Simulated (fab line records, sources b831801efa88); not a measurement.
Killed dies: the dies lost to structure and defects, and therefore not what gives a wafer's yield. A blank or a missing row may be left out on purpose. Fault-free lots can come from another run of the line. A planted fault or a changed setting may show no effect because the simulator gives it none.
Problem report in the 8D (eight disciplines) form, filled by code :: flow gf180mcu :: the parts of the form that need people (team, actions taken, sign-off) are left out

## 1. THE ISSUE
V3_CVD_00_THK at GF_V3_THK_MEAS_01 reads a mean of 304 nm on 2 wafers of 1 lot; wafers without a fault read 601 nm with a standard deviation of 6.7. Relative to the usual mean, that is a shift of -44 standard deviations.
Earliest sighting: wafer L113.2 on filmMetro-04 at day 23 22:25. Wafers with a number at this step in the record: 36, from 12 lots. By rule, "out" or "out of limits" means more than 4 standard deviations away from the usual mean. Any other wafer with a number is counted as sound.

## 2. WHAT THIS IS AND IS NOT
question: which readings at this step
is: V3_CVD_00_THK
is not: -

question: which lots
is: L113
is not: L107, L108, L110, L120, L121, L124, L125, L126, L128, L129, L130

question: which wafers of those lots
is: L113.2, L113.4
is not: L113.1

question: read on which gauges
is: filmMetro-04
is not: filmMetro-02, filmMetro-03

question: when
is: from day 23 22:25
is not: up to then (10 sound wafers); but 24 sound wafers of L120, L121, L124, L125, L126, L128, L129, L130 came after

## 3. SUSPECTS, AND WHAT RULES EACH OUT
Counting: a tool at a process step up to the reading stays a suspect if it ran every lot that is out. Sound lots after the first of them don't rule it out here, since some wafers of a struck lot are sound.
- the gauge at GF_V3_THK_MEAS_01 has been ruled out. All the wafers that are out were read on filmMetro-04, but those of them that GF_V3_CVD_00 has rows for are out there too, on other tools.
- cmp-02 at GF_V2_CMP_26 (polishes, stops on SiO2, t overpolish 15 s, target thk 0 nm): kept. It ran the lot that is out, L113 (day 22 22:13); its last sound lot up to then is L108 (day 21 00:35).
- hdpcvd-01 at GF_V3_CVD_00 (deposits SiO2, target thk 600 nm, time 100 s): kept. It ran the lot that is out, L113 (day 23 22:21); its last sound lot up to then is L107 (day 21 09:18). Its own readings are out on those wafers: sih4FlowSccm.
- Within cmp-02 at GF_V2_CMP_26: the wafers that are out ran in chambers 0, 1; their sound lot-mates ran in chamber 2.
- At GF_V3_CVD_00 on hdpcvd-01, chamber 1 took the sound wafers of the same lots and chamber 0 took the wafers that are out.
Remaining after the count are cmp-02 at GF_V2_CMP_26 and hdpcvd-01 at GF_V3_CVD_00.

## 4. THE CAUSE (what the simulator had put in)
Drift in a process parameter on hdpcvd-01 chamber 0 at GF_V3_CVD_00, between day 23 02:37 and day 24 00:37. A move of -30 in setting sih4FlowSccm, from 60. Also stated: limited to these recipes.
This tool is one of the 2 suspects left after counting.

## 5. THE EFFECT CHAIN, in route order
Rows list readings where the struck wafers' mean (over those with a number) sits beyond 3 standard deviations from the usual. Readings are gone through only where the record gives a usual standard deviation; hours: the median, over the lots, of the time from a lot's start at the first step in this table giving one to that lot's start at this step; sigmas: the change measured in usual standard deviations.
hours: 0
step: GF_V3_CVD_00
reading: sih4FlowSccm
usual: 60.03 sccm
on struck wafers: 30.34
change: -29.70
sigmas: -99 or more

hours: 0
step: GF_V3_THK_MEAS_01
reading: V3_CVD_00_THK
usual: 601 nm
on struck wafers: 304
change: -298
sigmas: -44
Process steps it contains:
- GF_V3_CVD_00: deposits SiO2, target thk 600 nm, time 100 s.
Later measuring or inspecting steps at which every struck wafer that the step has a row for has a number for every such reading, and none has moved that far: GF_V3_OVL_MEAS_15.

## 6. HOW IT WOULD HAVE BEEN CAUGHT EARLIER
20 hours passed between the start of the fault at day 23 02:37 and the first reading out of limits at a measuring or inspecting step in this record, taken at day 23 22:25.
The tool's own readings at GF_V3_CVD_00 were out on every struck wafer that the step has a row for (sih4FlowSccm): an alarm limit on them would have fired on the first of those.
By day 23 22:25 the whole set of lots that are out, 1 in number, had already begun GF_V3_CVD_00 on hdpcvd-01. Holding the tool at that point would not have protected any of them.
